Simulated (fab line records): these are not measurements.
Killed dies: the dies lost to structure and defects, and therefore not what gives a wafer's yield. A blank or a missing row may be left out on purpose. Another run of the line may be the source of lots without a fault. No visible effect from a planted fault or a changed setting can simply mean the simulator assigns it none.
Split-lot experiment -- flow sky130 -- 23 wafers read across 5 lots, on a route 708 steps long

== THE SPLIT ==
At SKY_POLY_GATE_IMPLANT_02, the setting energyKev was moved away from the recipe's 30 on 8 of the 23 wafers read, by -3.8% to +4.6%. This setting was run at the recipe's value on the other wafers.

The split's own step is where the reading is taken.

== THE READING ==
In nm, at SKY_POLY_GATE_IMPLANT_02: implant.drpNm, which is the simulator's own figure and was read by no gauge. No usual value for it is given in the file.

wafer,"tool, chamber at the split",energyKev as run,against the recipe,"implant.drpNm, nm",against lot-mates on the recipe
L074.1,"implanter-04, 0",31.39,+4.6%,17.24,+0.64
L074.4,"implanter-04, 0",31.39,+4.6%,17.24,+0.64
L074.3,"implanter-04, 0",30,recipe,16.6,-
L074.5,"implanter-04, 0",30,recipe,16.6,-
L074.6,"implanter-04, 0",30,recipe,16.6,-
L079.4,"implanter-04, 0",30,recipe,16.6,-
L079.5,"implanter-04, 0",30,recipe,16.6,-
L079.6,"implanter-04, 0",30,recipe,16.6,-
L082.1,"implanter-01, 0",30,recipe,16.6,-
L082.4,"implanter-01, 0",30,recipe,16.6,-
L082.5,"implanter-01, 0",30,recipe,16.6,-
L082.2,"implanter-01, 0",28.85,-3.8%,16.21,-0.39
L082.6,"implanter-01, 0",28.85,-3.8%,16.21,-0.39
L083.1,"implanter-03, 0",30,recipe,16.6,-
L083.3,"implanter-03, 0",30,recipe,16.6,-
L083.4,"implanter-03, 0",30,recipe,16.6,-
L083.2,"implanter-03, 0",31.24,+4.1%,17.17,+0.57
L083.5,"implanter-03, 0",31.24,+4.1%,17.17,+0.57
L084.1,"implanter-03, 0",30,recipe,16.6,-
L084.3,"implanter-03, 0",30,recipe,16.6,-
L084.6,"implanter-03, 0",30,recipe,16.6,-
L084.2,"implanter-03, 0",30.48,+1.6%,16.82,+0.22
L084.5,"implanter-03, 0",30.48,+1.6%,16.82,+0.22

THE FIT
A straight line over all 23 wafers: implant.drpNm changes by +0.126 nm for each +1% of energyKev; r = +0.99; the points scatter about the line by 0.032 nm.
The same after taking each lot's own level away (the mean of its wafers on the recipe; 23 wafers): +0.126 nm for each +1%; r = +0.99; scatter 0.032 nm.
The reading moves by 0.59 nm for the largest change in energyKev, on that fit.
The lots' own levels span 16.600 to 16.600 nm.
The two slopes are in agreement: the lot-to-lot level therefore moves the slope only a little.
Check: for one of the wafers moved furthest among these (+4.6%), held out of the fit, the line's prediction against its lot-mates is +0.595 nm. It came out at +0.64 nm against them.

== ADDITIONAL SPLITS CARRIED BY THESE WAFERS ==
These wafers also went through other splits before the reading. Each is held against what the fit with the lots' levels taken away leaves over:
other split on the same wafers,wafers away from the commonest value,r with implant.drpNm (lot level and that fit taken away)
SKY_VT_ADJUST_HVTR_DEVELOP_06 developTimeS,9,-0.06
SKY_VT_ADJUST_PCH_COAT_02 spinRpm,11,+0.05
SKY_SONOS_TUNNEL_COAT_02 spinRpm,9,-0.22
SKY_SONOS_TUNNEL_IMPLANT_09 energyKev,5,-0.12
SKY_SONOS_ONO_OXIDATION_00 oxTimeS,18,+0.26
SKY_SONOS_ONO_DEVELOP_12 developTimeS,11,+0.07
SKY_GATE_OXIDE_COAT_05 spinRpm,5,+0.55
SKY_GATE_OXIDE_OXIDATION_16 tempC,15,-0.16

== THE WHOLE CHAIN: every reading that the file lists as answering this split, in the file's order ==
step,what it does,reading,change (the file's fit),r (the file's)
SKY_POLY_GATE_IMPLANT_02,,"implant.rpNm (the simulator's own value, which no gauge read)",+0.326 nm for each +1% of the setting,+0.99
SKY_POLY_GATE_IMPLANT_02,,"implant.drpNm (the simulator's own value, which no gauge read)",+0.129 nm for each +1% of the setting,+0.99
SKY_RES_PROTECT_STRIP_07,strips in O2/N2,stripTimeToEndpointS,withheld for each +1% of the setting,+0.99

== THE FILE'S OWN FIT ==
implant.drpNm changes by +0.129 nm for each +1% of energyKev, r = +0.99.
